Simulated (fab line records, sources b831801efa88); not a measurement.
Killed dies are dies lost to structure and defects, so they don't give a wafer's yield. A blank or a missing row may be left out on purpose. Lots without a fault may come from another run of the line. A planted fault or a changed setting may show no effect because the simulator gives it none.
Which tool did it? | flow gf180mcu | 7 lots, 21 wafers sampled, at 3 steps of a route of 602

WHAT THE GAUGES READ, wafer by wafer
GF_LVPWELL_OVL_MEAS_07.
lot  | measured    | on         | LVPWELL_OVL (nm)
L783 | day 5 17:41 | overlay-01 | -0.7 -0.8 1.1
L789 | day 7 02:11 | overlay-02 | -1.0 -0.3 -2.1
L791 | day 7 13:28 | overlay-01 | -0.6 1.3 0.6
L795 | day 8 15:16 | overlay-02 | -2.3 -3.2 -3.9
L798 | day 9 10:59 | overlay-02 | 3.1 2.6 2.4

WHICH TOOL RAN EACH LOT (tool, then ch and the chambers of the sampled wafers, then the start)
lot  | GF_STI_ETCH_14                  | GF_STI_CMP_25
L778 | rie_si-01 ch 0,2, day 2 19:32   | cmp-02 ch 0,2,3, day 2 21:23
L780 | rie_si-01 ch 0,2,3, day 3 03:35 | cmp-02 ch 1,3, day 3 06:12
L783 | rie_si-02 ch 0,2,3, day 3 20:16 | cmp-01 ch 0,1,3, day 3 22:25
L789 | rie_si-02 ch 0,2,3, day 5 01:49 | cmp-01 ch 0,2, day 5 03:41
L791 | rie_si-01 ch 1,2,3, day 5 12:16 | cmp-02 ch 0,1,3, day 5 14:12
L795 | rie_si-02 ch 1,2,3, day 6 07:43 | cmp-01 ch 0,1,3, day 6 12:58
L798 | rie_si-02 ch 1,3, day 7 04:10   | cmp-01 ch 0,2,3, day 7 06:22
- GF_STI_ETCH_14: etches Si in HBr/Cl2/O2, target depth 360 nm, time 102.9 s.
- GF_STI_CMP_25: polishes, stops on Si3N4, t overpolish 33 s, target thk 524.6 nm.

THE ANSWER, worked out from the rows above alone
Rule: what is usual is taken from the lots themselves. Put in order of their means at a reading, lots are off if they are a third of the lots or fewer, leave a main group of 4 or more, and stand apart from it by a gap of 3 or more times the standard deviation of the main group's means; of several such gaps the widest counts. A main group whose means are all the same, to the digits that the tables above print for the reading, isn't used. A lot without any number at a reading at which 4 lots or more have one is off too. The other lots that the step has rows for count as sound.
No lot is off at any reading shown: from this, nothing can be told.

WHAT THE SIMULATOR HAD PUT IN
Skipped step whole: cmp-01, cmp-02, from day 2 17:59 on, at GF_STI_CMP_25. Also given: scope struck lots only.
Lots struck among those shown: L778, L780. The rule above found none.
